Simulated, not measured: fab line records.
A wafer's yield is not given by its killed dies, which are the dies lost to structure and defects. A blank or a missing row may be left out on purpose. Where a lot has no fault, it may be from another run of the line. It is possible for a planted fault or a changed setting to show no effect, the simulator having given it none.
Lot-split experiment | flow sfqLine | 23 wafers read across 5 lots, on a route 325 steps long

## ON THE SPLIT
At SFQ_TRILAYER_M8_DEP_EVAP_198 (material Pt, target thk 50 nm, time 250 s), the setting timeS was moved away from the recipe's 250 s on 9 of the 23 wafers read, by -12.3% to +8.9%. This setting was run at the recipe's value on the other wafers.

The reading comes from the split's own step.

## THE READING
Pt_of_TRILAYER_M8_DEP_EVAP_198.thkNm (the simulator's own value, which no gauge read), in nm, at SFQ_TRILAYER_M8_DEP_EVAP_198 (material Pt, target thk 50 nm, time 250 s). The file does not state a usual value for it. Average 50.35 nm, standard deviation 0.52 nm, over the 14 wafers here run with the recipe.

wafer  | tool, chamber at the split | timeS as run, s | against the recipe | Pt_of_TRILAYER_M8_DEP_EVAP_198.thkNm, nm | against lot-mates on the recipe
L075.1 | pvdSputter-01, -           | 250             | recipe             | 50.31                                    | -
L075.5 | pvdSputter-01, -           | 250             | recipe             | 49.53                                    | -
L075.6 | pvdSputter-01, -           | 250             | recipe             | 50.53                                    | -
L080.1 | pvdSputter-02, -           | 272.2           | +8.9%              | 53.39                                    | +3.26
L080.2 | pvdSputter-02, -           | 250             | recipe             | 49.96                                    | -
L080.3 | pvdSputter-02, -           | 250             | recipe             | 50.21                                    | -
L080.4 | pvdSputter-02, -           | 272.2           | +8.9%              | 54.39                                    | +4.26
L080.5 | pvdSputter-02, -           | 250             | recipe             | 50.23                                    | -
L081.2 | pvdSputter-01, -           | 250             | recipe             | 49.79                                    | -
L081.3 | pvdSputter-01, -           | 219.2           | -12.3%             | 44.66                                    | -5.92
L081.4 | pvdSputter-01, -           | 219.2           | -12.3%             | 44.71                                    | -5.87
L081.5 | pvdSputter-01, -           | 250             | recipe             | 51.36                                    | -
L081.6 | pvdSputter-01, -           | 219.2           | -12.3%             | 43.72                                    | -6.86
L083.2 | pvdSputter-01, -           | 263.6           | +5.4%              | 53.81                                    | +3.35
L083.3 | pvdSputter-01, -           | 250             | recipe             | 49.96                                    | -
L083.4 | pvdSputter-01, -           | 250             | recipe             | 50.94                                    | -
L083.5 | pvdSputter-01, -           | 250             | recipe             | 50.49                                    | -
L083.6 | pvdSputter-01, -           | 263.6           | +5.4%              | 53.05                                    | +2.59
L085.1 | pvdSputter-01, -           | 250             | recipe             | 51.3                                     | -
L085.2 | pvdSputter-01, -           | 266.4           | +6.6%              | 53.6                                     | +3.07
L085.4 | pvdSputter-01, -           | 266.4           | +6.6%              | 53.52                                    | +2.99
L085.5 | pvdSputter-01, -           | 250             | recipe             | 50.36                                    | -
L085.6 | pvdSputter-01, -           | 250             | recipe             | 49.92                                    | -

FIT RESULTS
A straight line over all 23 wafers: Pt_of_TRILAYER_M8_DEP_EVAP_198.thkNm changes by +0.475 nm for each +1% of timeS; r = +0.98; the points scatter about the line by 0.57 nm.
The same after taking each lot's own level away (the mean of its wafers on the recipe; 23 wafers): +0.486 nm for each +1%; r = +0.98; scatter 0.52 nm.
On that fit, the largest move of timeS shifts the reading by 6 nm.
Measured against the standard deviation above, the lots' own levels, which go from 50.123 to 50.575 nm, span 0.9 times it.
The two slopes agree, so the slope changes little with the lot-to-lot level.
Check: with one of the wafers moved furthest among these (-12.3%) left out of the fit, the line predicts -6.1 nm for it against its lot-mates. It came out at -5.92 nm against them.

## FURTHER SPLITS ON THESE WAFERS
Before the reading, these wafers also passed through other splits. Each is held against what the fit with the lots' levels taken away leaves over:
other split on the same wafers                 | wafers away from the commonest value | r with Pt_of_TRILAYER_M8_DEP_EVAP_198.thkNm (lot level and that fit taken away)
SFQ_TRILAYER_C5_BARC_OPEN_VIA_ETCH_210 sourceW | 7                                    | +0.14
SFQ_TRILAYER_M6_DEP_SPUTTER_157 timeS          | 8                                    | -0.15
SFQ_TRILAYER_M6_LITHO_PEB_162 pebTempC         | 11                                   | +0.14
SFQ_TRILAYER_I6_VIA_LITHO_COAT_174 resistThkNm | 8                                    | +0.30
SFQ_TRILAYER_M7_DEP_SPUTTER_175 timeS          | 10                                   | -0.14
SFQ_TRILAYER_M7_BARC_OPEN_METAL_ETCH_229 icpW  | 6                                    | +0.06
SFQ_TRILAYER_I7_VIA_LITHO_EXPOSE_188 doseMj    | 7                                    | -0.22
SFQ_TRILAYER_M8_LITHO_COAT_193 resistThkNm     | 7                                    | +0.31

## THE FILE'S OWN FIT
Pt_of_TRILAYER_M8_DEP_EVAP_198.thkNm changes by +0.481 nm for each +1% of timeS, r = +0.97.
